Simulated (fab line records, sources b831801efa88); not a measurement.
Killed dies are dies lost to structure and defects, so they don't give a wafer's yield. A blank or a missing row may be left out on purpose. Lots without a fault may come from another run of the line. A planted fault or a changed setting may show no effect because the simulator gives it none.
Which tool did it? | flow gf180mcu | 13 lots, 39 wafers sampled, at 4 steps of a route of 602

WHAT THE GAUGES READ, wafer by wafer
GF_M1_THK_MEAS_06: measures by xrf.
lot  | measured     | on            | M1_ALCU_THK (nm)
L652 | day 16 10:24 | film_metro-01 | 456 464 458
L653 | day 16 21:20 | film_metro-04 | 452 445 449
L654 | day 16 23:01 | film_metro-04 | 453 463 456
L655 | day 17 11:08 | film_metro-03 | 451 457 447
L658 | day 18 15:53 | film_metro-03 | 455 450 455
L659 | day 19 03:27 | film_metro-03 | 459 456 460
L660 | day 19 13:22 | film_metro-03 | 456 456 461
L663 | day 20 13:40 | film_metro-04 | 451 455 455
L662 | day 20 14:52 | film_metro-03 | 458 454 451
L666 | day 22 02:01 | film_metro-04 | 449 440 448
L672 | day 23 18:25 | film_metro-03 | 480 476 473
L673 | day 24 05:01 | film_metro-04 | 454 454 455
L674 | day 24 08:51 | film_metro-03 | 467 472 465

GF_M2_OVL_MEAS_15.
lot  | measured     | on         | M2_OVL (nm)
L652 | day 19 12:53 | overlay-02 | 2 0 11
L653 | day 19 23:25 | overlay-01 | 4 1 5
L654 | day 20 01:47 | overlay-02 | 2 1 11
L655 | day 20 15:19 | overlay-02 | -15 -4 -14
L658 | day 21 18:25 | overlay-02 | -1 -3 -11
L659 | day 22 06:07 | overlay-01 | 1 1 -2
L660 | day 22 15:25 | overlay-02 | 18 11 9
L663 | day 23 14:45 | overlay-01 | -9 -13 -13
L662 | day 23 15:44 | overlay-02 | -5 -11 -12
L666 | day 25 00:16 | overlay-01 | -9 -13 -3
L672 | day 26 13:59 | overlay-01 | 3 2 0
L673 | day 27 00:28 | overlay-01 | 8 3 5
L674 | day 27 03:04 | overlay-02 | -1 6 2

WHICH TOOL RAN EACH LOT (tool, then ch and the chambers of the sampled wafers, then the start)
lot  | GF_M1_SPUTTER_02             | GF_M1_SPUTTER_04
L652 | pvd_sputter-04, day 16 10:11 | pvd_sputter-04, day 16 10:14
L653 | pvd_sputter-02, day 16 21:06 | pvd_sputter-02, day 16 21:09
L654 | pvd_sputter-04, day 16 22:47 | pvd_sputter-04, day 16 22:50
L655 | pvd_sputter-04, day 17 10:55 | pvd_sputter-04, day 17 10:58
L658 | pvd_sputter-04, day 18 15:41 | pvd_sputter-04, day 18 15:44
L659 | pvd_sputter-02, day 19 03:14 | pvd_sputter-02, day 19 03:17
L660 | pvd_sputter-04, day 19 13:09 | pvd_sputter-04, day 19 13:12
L663 | pvd_sputter-02, day 20 13:26 | pvd_sputter-02, day 20 13:29
L662 | pvd_sputter-02, day 20 14:39 | pvd_sputter-02, day 20 14:42
L666 | pvd_sputter-01, day 22 01:47 | pvd_sputter-01, day 22 01:51
L672 | pvd_sputter-04, day 23 18:12 | pvd_sputter-04, day 23 18:15
L673 | pvd_sputter-01, day 24 04:47 | pvd_sputter-01, day 24 04:50
L674 | pvd_sputter-04, day 24 08:38 | pvd_sputter-04, day 24 08:41
- GF_M1_SPUTTER_02: material AlCu, target thk 450 nm, time 23.9 s.
- GF_M1_SPUTTER_04: material TiN, target thk 50 nm, time 41.7 s.

WHAT THE TOOLS THEMSELVES READ (means of the sampled wafers that have a number; where no wafer has one, the mark that the record gives instead)
GF_M1_SPUTTER_02.
lot  | tool           | throttle_valve_pct (%)
L652 | pvd_sputter-04 | 29.7
L653 | pvd_sputter-02 | 30.6
L654 | pvd_sputter-04 | 29.9
L655 | pvd_sputter-04 | 30.6
L658 | pvd_sputter-04 | 29.6
L659 | pvd_sputter-02 | 30.2
L660 | pvd_sputter-04 | 29.6
L663 | pvd_sputter-02 | 30.6
L662 | pvd_sputter-02 | 30.4
L666 | pvd_sputter-01 | 30.6
L672 | pvd_sputter-04 | 30.5
L673 | pvd_sputter-01 | 30.2
L674 | pvd_sputter-04 | 30.5

GF_M1_SPUTTER_04.
lot  | tool           | throttle_valve_pct (%)
L652 | pvd_sputter-04 | 29.5
L653 | pvd_sputter-02 | 30.5
L654 | pvd_sputter-04 | 30.1
L655 | pvd_sputter-04 | 30.4
L658 | pvd_sputter-04 | 29.6
L659 | pvd_sputter-02 | 30.2
L660 | pvd_sputter-04 | 29.8
L663 | pvd_sputter-02 | 30.8
L662 | pvd_sputter-02 | 30.5
L666 | pvd_sputter-01 | 30.4
L672 | pvd_sputter-04 | 30.4
L673 | pvd_sputter-01 | 30.1
L674 | pvd_sputter-04 | 30.5

THE ANSWER, worked out from the rows above alone
Rule: what is usual is taken from the lots themselves. Put in order of their means at a reading, lots are off if they are a third of the lots or fewer, leave a main group of 4 or more, and stand apart from it by a gap of 3 or more times the standard deviation of the main group's means; of several such gaps the widest counts. A main group whose means are all the same, to the digits that the tables above print for the reading, isn't used. A lot without any number at a reading at which 4 lots or more have one is off too. The other lots that the step has rows for count as sound. The gauges are gone through in route order, then the tools' own readings, and for those a lot's mean is taken as printed above. The first step at which some lot is off is used, and at that step the reading that is off furthest; a lot without a number counts as furthest.
No lot is off at any reading shown: from this, nothing can be told.

WHAT THE SIMULATOR HAD PUT IN
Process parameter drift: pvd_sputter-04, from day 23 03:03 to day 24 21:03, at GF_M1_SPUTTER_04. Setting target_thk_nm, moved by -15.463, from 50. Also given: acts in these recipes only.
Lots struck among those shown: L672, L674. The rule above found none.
